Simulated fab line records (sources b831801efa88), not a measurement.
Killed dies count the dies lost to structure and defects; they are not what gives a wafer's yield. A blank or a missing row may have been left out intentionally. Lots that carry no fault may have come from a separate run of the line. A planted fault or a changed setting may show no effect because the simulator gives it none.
Matching of chambers -- flow sky130 -- 4 sister chambers for SKY_VIA3_CMP_24 on cmp-02
The step polishes, stops on SiO2, t overpolish 20 s, target thk 0 nm. 4 wafers are shown with their chamber, then 6 later ones without.

WAFERS, EACH WITH ITS CHAMBER
wafer,chamber,time-to-endpoint-s (s)
L411.3,3,91
L416.5,2,92
L426.4,1,93
L426.5,0,97

WAFERS WITH NO CHAMBER GIVEN
wafer,time-to-endpoint-s (s)
L427.2,86
L427.3,90
L427.6,92
L428.2,94
L428.3,97
L428.6,92

WHICH CHAMBER EACH WENT THROUGH
wafer,from the rows above,in truth
L427.2,can't be placed: 3 or 2 or 1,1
L427.3,can't be placed: 3 or 2 or 1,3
L427.6,can't be placed: 2 or 1 or 3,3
L428.2,can't be placed: 1 or 2 or 0 or 3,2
L428.3,can't be placed: 0 or 1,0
L428.6,can't be placed: 2 or 1 or 3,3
Correct placement for 0 of the 6. Can't be placed from these rows: 6 (the true chamber is among the candidates in 6). Placed wrongly: 0.
How it was worked out, from the rows above alone: a wafer's distance from a chamber is the root of the sum, over the readings, of the square of ((its reading less the chamber's mean) divided by the reading's scatter). The wafer belongs to the nearest chamber; if the next one is less than 2 further off, it can't be placed. A chamber's mean is the mean of its shown wafers. The scatter: root of mean squared gap, hidden wafer to nearest shown wafer, with one shown wafer a chamber.
